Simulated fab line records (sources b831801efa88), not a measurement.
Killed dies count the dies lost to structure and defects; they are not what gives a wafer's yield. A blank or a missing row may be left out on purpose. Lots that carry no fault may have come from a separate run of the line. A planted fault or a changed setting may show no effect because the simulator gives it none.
A lot that was struck, set against a sound lot :: flow gf180mcu :: 14 steps out of a route of 602
Sound: these wafers, L577.1, L577.4, L577.6. The struck wafers were L568.3, L568.5, L568.6. At the end, the cause is stated.
Per side, at each step with rows, come the tool, then ch with its chambers, and then its first start. Under that, the readings that differ: sound wafers :: struck wafers :: difference of the means :: sigmas: that difference in standard deviations of wafers without a fault.
alike: readings with means less than 2 such deviations apart, plus words and numbers identical on both sides. not compared: withheld readings, readings lacking a value on some wafer, bounds such as >300 that could conceal the same value, and numbers that have no deviation in the record and whose values overlap.
A row with sigmas, a row that says differs or no value, or rows on one side alone: a step with any of these is where the two part. When numbers do not overlap yet have no deviation, they are printed without sigmas and do not part them. A reading that every wafer of one side lacks parts them only if that side has two wafers or more.

GF_POLY_GATE_ETCH_13: etches poly-Si in HBr/Cl2, stops on SiO2, target depth 198.5 nm, time 69.6 s.
  sound on rie-si-02 ch 1,3, day 14 20:02; struck on rie-si-02 ch 0,1, day 12 15:10
  alike: chamber-pressure-mTorr, drypump-motor-current-A, oes-product-au, rf-fwd-power-W, throttle-valve-pct
  not compared: rf-hours-counter-h
GF_POLY_GATE_STRIP_14: strips in O2/N2.
  sound on plasma-asher-03 ch 0,1, day 14 20:05; struck on plasma-asher-04 ch 0,1, day 12 15:15
  alike: chamber-pressure-mTorr, drypump-motor-current-A, heater-power-w, oes-product-au
  not compared: rf-hours-counter-h
then, 2 steps without rows for these wafers: GF_POLY_GATE_CLEAN_15 (cleans in SC1/SC2, time 150 s); GF_POLY_GATE_OXIDATION_16 (stabilise 600 s, purge 300 s, target thk 4 nm).
GF_POLY_GATE_THK_MEAS_17:
  sound on film-metro-02, day 14 22:10; struck on film-metro-02, day 12 20:18
  alike: POLY_GATE_OXIDATION_THK
GF_POLY_GATE_CD_MEAS_18:
  sound on cd-sem-01, day 14 22:13; struck on cd-sem-01, day 12 20:23
  alike: cd-nm
then, 6 steps without rows for these wafers: GF_HV_LDD_DEHYDRATE_00 (time 60 s); GF_HV_LDD_HMDS_01 (prime time 60 s); GF_HV_LDD_COAT_02 (resist thk 1000 nm); GF_HV_LDD_SOFTBAKE_03 (time 60 s); GF_HV_LDD_EXPOSE_04 (exposes mask Nplus LV AREA, target cd 400 nm); GF_HV_LDD_PEB_05.
GF_HV_LDD_DEVELOP_06: develop time 60 s.
  struck on litho-track-02, day 13 15:03; sound on litho-track-04 ch 0, day 15 20:17
  no value came back on the struck wafers for chill-plate-temp-C (C), develop-time-s (s); on the sound wafers chill-plate-temp-C (C) reads 22.90 22.90 23.07
GF_HV_LDD_CD_MEAS_07 targets a cd of 400 nm.
  sound on cd-sem-02, day 15 20:26; struck on cd-sem-02, day 13 15:11
reading: cd-nm (nm)
sound: 401.6 401.3 402.2
struck: - - -
difference: no value on the struck wafers
sigmas: 

== WHERE THEY PART ==
Last at GF_HV_LDD_CD_MEAS_07 as far as this record goes, first at GF_HV_LDD_DEVELOP_06.

WHY: the cause the simulator had injected
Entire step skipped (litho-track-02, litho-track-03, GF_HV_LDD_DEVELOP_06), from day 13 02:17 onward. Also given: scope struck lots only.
